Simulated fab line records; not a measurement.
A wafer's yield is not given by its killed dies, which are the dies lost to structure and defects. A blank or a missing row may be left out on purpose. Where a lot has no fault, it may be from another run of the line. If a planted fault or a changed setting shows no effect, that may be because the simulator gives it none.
A lot that was struck, set against a sound lot :: flow sky130 :: 17 steps out of a route of 708
Sound: wafers L988.1, L988.3, L988.4. The struck wafers were L992.1, L992.4, L992.5. The cause is named last.
Per side, at each step with rows, come the tool, then ch with its chambers, and then its first start. Under that, the readings that differ: sound wafers :: struck wafers :: difference of the means :: sigmas: that difference in standard deviations of wafers without a fault.
alike: readings whose means differ by less than 2 such deviations, and words and numbers that are the same on both sides. not compared: withheld readings, readings that some wafer has no value for, bounds like >300 that may hide the same value, and numbers for which the record gives no deviation and whose values overlap.
Wherever a step has rows on one side only, a row that says differs or no value, or a row with sigmas, the two part there. Numbers that have no deviation but don't overlap get no sigmas and don't part them. A reading missing from all wafers of one side parts the sides only when that side holds two or more wafers.

SKY_LOCAL_INTERCONNECT_RS_MEAS_01: the measuring method here is four-point-probe.
  sound on film metro-02 at day 30 10:41; struck on film metro-01 at day 31 19:48
  alike: LOCAL_INTERCONNECT_TIN_RS
SKY_LOCAL_INTERCONNECT_THK_MEAS_02: measures by xrf.
  sound on film metro-02 at day 30 10:48; struck on film metro-01 at day 31 19:55
  alike: LOCAL_INTERCONNECT_TIN_THK
then, 8 steps without rows for these wafers: SKY_LOCAL_INTERCONNECT_DEHYDRATE_03 (time 60 s); SKY_LOCAL_INTERCONNECT_HMDS_04 (prime time 60 s); SKY_LOCAL_INTERCONNECT_COAT_05 (resist thk 60 nm); SKY_LOCAL_INTERCONNECT_COAT_06 (resist thk 450 nm); SKY_LOCAL_INTERCONNECT_SOFTBAKE_07 (time 90 s); SKY_LOCAL_INTERCONNECT_EXPOSE_08 (exposes mask LI1M, target cd 170 nm); SKY_LOCAL_INTERCONNECT_PEB_09; SKY_LOCAL_INTERCONNECT_DEVELOP_10 (develop time 60 s).
SKY_LOCAL_INTERCONNECT_CD_MEAS_11: target cd 170 nm.
  sound on cd sem-02 at day 31 14:43; struck on cd sem-01 at day 32 22:32
reading: cd nm (nm)
sound: 171.9 172.1 172.1
struck: 167.6 168.0 168.8
difference: -3.9
sigmas: -3
SKY_LOCAL_INTERCONNECT_OVL_MEAS_12:
  sound on overlay-01 at day 31 14:50; struck on overlay-02 at day 32 22:40
reading: LOCAL_INTERCONNECT_OVL (nm)
sound: -4 -8 -5
struck: 12 3 5
difference: +12
sigmas: +3
SKY_LOCAL_INTERCONNECT_ETCH_13: etches BARC in N2/H2, stops on SiO2, time 45.9 s, target depth 60 nm.
  sound on rie metal-01 ch 0, day 31 14:53; struck on rie metal-02 ch 0,1, day 32 22:42
  no value came back on the struck wafers for any of 7 readings (bias w (W), chamber pressure mTorr (mTorr) and others); on the sound wafers bias w (W) reads 100.7 100.1 100.4
reading: model.KrF-thick_of_LOCAL_INTERCONNECT_COAT_06.thk nm (nm)
sound: 392.3 391.7 392.4
struck: 436.4 437.7 437.5
difference: +45.1
sigmas: 
  not compared: rf hours counter h
SKY_LOCAL_INTERCONNECT_METAL_ETCH_14: etches TiN in Cl2/BCl3, stops on PSG, target depth 110 nm, time 32.43 s.
  sound on rie metal-01 ch 0, day 31 15:03; struck on rie metal-02 ch 0,1, day 32 22:46
reading: bias w (W)
sound: 48.59 48.45 48.62
struck: - - -
difference: no value on the struck wafers
sigmas: 

reading: oes product au (a.u.)
sound: 0.918 0.919 0.924
struck: 0.376 0.366 0.373
difference: -0.549
sigmas: -65

reading: throttle valve pct (%)
sound: 21.931 21.909 21.916
struck: 22.263 22.249 22.272
difference: +0.343
sigmas: +29

reading: model.KrF-thick_of_LOCAL_INTERCONNECT_COAT_06.thk nm (nm)
sound: 346.1 345.9 346.1
struck: 392.1 391.7 392.9
difference: +46.2
sigmas: 
  alike: bcl3 flow sccm, drypump motor current A
  not compared: rf hours counter h
SKY_LOCAL_INTERCONNECT_STRIP_15: strips in O2/N2.
  sound on plasma asher-03 ch 0,1, day 31 15:11; struck on plasma asher-03 ch 1, day 32 22:49
reading: oes product au (a.u.)
sound: 0.422 0.423 0.432
struck: 0.449 0.446 0.438
difference: +0.019
sigmas: +4

reading: strip time to endpoint s (s)
sound: 4.706 4.691 4.686
struck: 5.173 5.180 5.183
difference: +0.484
sigmas: +27
  alike: drypump motor current A
  not compared: rf hours counter h
then, 1 step without rows for these wafers: SKY_LOCAL_INTERCONNECT_STRIP_16 (strips in post etch residue remover, time 1200 s).
-- record jumps: 15 days separate the struck wafers' starts on either side; left off in module LOCAL_INTERCONNECT, taken up again in module PAD_OPEN, whose first shown step is the route's number 708 --
SKY_PAD_OPEN_PROBE_99:
  sound on prober-01 at day 46 18:28; struck on prober-01 at day 47 20:25
reading: hold
sound: - - -
struck: await dispo/1.5h/scrap await dispo/1.5h/scrap await dispo/1.5h/scrap
difference: no value on the sound wafers
sigmas: 

reading: killed_at_M0_to_M3
sound: 32 40 42
struck: 220 201 222
difference: +176
sigmas: +23

reading: killed_at_M4_up
sound: 6 1 8
struck: 59 65 63
difference: +57
sigmas: +30

reading: killed at contacts
sound: 32 32 29
struck: 147 148 151
difference: +118
sigmas: +24

reading: killed at other
sound: 0 1 0
struck: 47 69 44
difference: +53
sigmas: +98

reading: killed dies
sound: 82 85 89
struck: 492 492 492
difference: +407
sigmas: +41

reading: killed on rim
sound: 15 19 22
struck: 96 96 96
difference: +77
sigmas: +20
  alike: killed at front end, killed open, killed short

## WHERE THEY PART
At SKY_LOCAL_INTERCONNECT_CD_MEAS_11 first; at SKY_PAD_OPEN_PROBE_99 last (within this record only).

WHY: what the simulator had put in
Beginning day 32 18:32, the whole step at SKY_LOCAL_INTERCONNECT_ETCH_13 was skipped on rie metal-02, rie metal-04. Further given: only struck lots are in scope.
